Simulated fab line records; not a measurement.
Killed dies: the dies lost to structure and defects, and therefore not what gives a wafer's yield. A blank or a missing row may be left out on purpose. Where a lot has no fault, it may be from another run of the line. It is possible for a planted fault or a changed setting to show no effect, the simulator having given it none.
Matching of chambers | flow sky130 | SKY_VIA4_ETCH_12 on rie-diel-02: 4 sister chambers
The step etches SiO2 in C4F8/O2/Ar, stops on TiN, target depth 580 nm. 20 wafers are shown with their chamber, then 10 later ones without.

## EACH WAFER AND ITS CHAMBER
wafer  | chamber | oes-product-au (a.u.)
L077.2 | 2       | 0.915
L077.4 | 1       | 0.930
L077.5 | 3       | 0.932
L081.1 | 2       | 0.926
L081.2 | 3       | 0.927
L081.5 | 2       | 0.918
L082.1 | 1       | 0.920
L082.2 | 2       | 0.937
L082.4 | 0       | 0.924
L085.2 | 3       | 0.933
L085.5 | 0       | 0.929
L085.6 | 1       | 0.921
L090.3 | 3       | 0.934
L090.5 | 0       | 0.931
L090.6 | 3       | 0.924
L093.4 | 2       | 0.917
L093.5 | 3       | 0.932
L093.6 | 2       | 0.928
L095.1 | 2       | 0.917
L095.3 | 1       | 0.926

SIGNATURES, as means of the wafers listed above
reading        | chamber 0 | chamber 1 | chamber 2 | chamber 3 | scatter within a chamber
oes-product-au | 0.92800   | 0.92425   | 0.92257   | 0.93033   | 0.0059
Rule: distance of a wafer from a chamber = root of the sum over the readings of ((wafer's reading minus chamber's mean) / reading's scatter) squared. If the next closest chamber is less than 2 further off than the closest, the wafer can't be placed; otherwise it belongs to the closest. The scatter: the root of (the sum of the squares of (reading less its chamber's mean) over the shown wafers, divided by (wafers less chambers)).

## WAFERS WHOSE CHAMBER IS MISSING
wafer  | oes-product-au (a.u.)
L095.5 | 0.926
L092.1 | 0.913
L092.2 | 0.931
L092.3 | 0.930
L092.4 | 0.927
L092.5 | 0.927
L092.6 | 0.928
L096.2 | 0.916
L096.3 | 0.922
L096.6 | 0.922

## WHICH CHAMBER EACH ONE RAN IN
wafer  | from the rows above               | in truth
L095.5 | can't be placed: 1 or 0 or 2 or 3 | 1
L092.1 | can't be placed: 2 or 1 or 0 or 3 | 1
L092.2 | can't be placed: 3 or 0 or 1 or 2 | 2
L092.3 | can't be placed: 3 or 0 or 1 or 2 | 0
L092.4 | can't be placed: 0 or 1 or 3 or 2 | 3
L092.5 | can't be placed: 0 or 1 or 3 or 2 | 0
L092.6 | can't be placed: 0 or 3 or 1 or 2 | 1
L096.2 | can't be placed: 2 or 1 or 0 or 3 | 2
L096.3 | can't be placed: 2 or 1 or 0 or 3 | 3
L096.6 | can't be placed: 2 or 1 or 0 or 3 | 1
Correctly placed: 0 of 10. Cannot be placed on the basis of these rows: 10; the candidates contain the true chamber in 10. Wrongly placed: 0.
